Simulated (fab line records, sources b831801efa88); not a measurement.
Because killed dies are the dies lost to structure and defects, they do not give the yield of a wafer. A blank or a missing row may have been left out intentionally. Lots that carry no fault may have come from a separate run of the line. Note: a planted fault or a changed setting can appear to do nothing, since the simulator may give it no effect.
2 desks, one fault / flow gf180mcu / every desk sees just its own numbers, and what lay behind them comes last

DESK OF THE TOOL OWNER: litho-track-01
Per lot that ran on this tool, the mean of the sampled wafers carrying a number, from the tool's own readings at GF_POLY_GATE_SOFTBAKE_06 (time 60 s). Any lot whose mean is over 4 standard deviations away from the usual mean is out of limits and marked OUT; that distance is given in the brackets.
Columns: A = heater-power-total-W at GF_POLY_GATE_SOFTBAKE_06, usual 93.05 W; B = plate-temp-C at GF_POLY_GATE_SOFTBAKE_06, usual 130.00 C
lot=L236; first seen here=day 9 17:00; A=93.12; B=129.97
lot=L241; first seen here=day 10 22:00; A=93.04; B=129.83
lot=L242; first seen here=day 11 04:00; A=76.88 (-99 or more) OUT; B=112.48 (-99 or more) OUT
lot=L244; first seen here=day 11 20:00; A=76.91 (-99 or more) OUT; B=112.57 (-99 or more) OUT
lot=L252; first seen here=day 14 08:00; A=93.07; B=129.93
Finding of this desk: L242, L244 out of limits; the first was L242 at day 11 04:00, on heater-power-total-W at GF_POLY_GATE_SOFTBAKE_06. Within limits: L236, L241, L252.

FROM THE METROLOGY DESK
Means of the sampled wafers that have a number, per lot and without regard to the tool the lot ran on: this is what the gauges read. Any lot whose mean is over 4 standard deviations away from the usual mean is out of limits and marked OUT; that distance is given in the brackets.
Columns: A = VT_IMPLANT_OVL at GF_VT_IMPLANT_OVL_MEAS_07, usual 0.8 nm; B = VT_IMPLANT_TW at GF_VT_IMPLANT_TW_MEAS_10, usual 564.7; C = cd-nm at GF_POLY_GATE_CD_MEAS_10, usual 280.4 nm; D = POLY_GATE_OXIDATION_THK at GF_POLY_GATE_THK_MEAS_17, usual 3.99 nm
lot=L234; first seen here=day 5 15:34; A=-2.8; B=562.8; C=280.2; D=3.94
lot=L235; first seen here=day 5 20:56; A=-1.0; B=566.2; C=282.1; D=4.09
lot=L236; first seen here=day 6 07:19; A=-0.8; B=568.7; C=279.9; D=4.11
lot=L240; first seen here=day 7 07:43; A=3.8; B=568.7; C=279.1; D=3.94
lot=L241; first seen here=day 7 10:34; A=-0.5; B=563.9; C=278.8; D=3.96
lot=L242; first seen here=day 7 16:41; A=0.2; B=568.7; C=310.5 (+23) OUT; D=3.97
lot=L244; first seen here=day 8 05:01; A=1.3; B=562.8; C=309.7 (+23) OUT; D=3.98
lot=L247; first seen here=day 8 22:32; A=3.1; B=563.1; C=280.8; D=3.98
lot=L251; first seen here=day 10 00:22; A=-0.1; B=566.6; C=280.5; D=3.94
lot=L252; first seen here=day 10 10:05; A=-0.9; B=563.7; C=278.4; D=4.05
lot=L253; first seen here=day 10 16:22; A=-0.3; B=563.3; C=280.4; D=3.93
lot=L255; first seen here=day 11 01:08; A=2.2; B=564.3; C=281.4; D=3.97
lot=L256; first seen here=day 11 10:11; A=-0.0; B=563.7; C=277.2; D=3.94
lot=L257; first seen here=day 11 19:35; A=1.1; B=567.0; C=280.9; D=3.95
Finding of this desk: L242, L244 out of limits; the first was L242 at day 11 13:10, on cd-nm at GF_POLY_GATE_CD_MEAS_10. Within limits: L234, L235, L236, L240, L241, L247, L251, L252, L253, L255, L256, L257.

PUT TOGETHER
The tool owner's desk had the chance to raise an alarm at day 11 04:00 on L242, L244.
Metrology desk: alarm possible at day 11 13:10 on L242, L244.
GF_POLY_GATE_SOFTBAKE_06 was run on litho-track-01 by each of the lots named.

WHAT HAD BEEN PUT IN BY THE SIMULATOR
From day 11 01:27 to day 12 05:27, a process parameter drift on litho-track-01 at GF_POLY_GATE_SOFTBAKE_06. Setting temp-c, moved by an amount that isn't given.
Lots struck among those shown: L242, L244.
Time in hours from fault onset to the first out-of-limits reading at each desk: tool owner's desk 3, metrology desk 12.
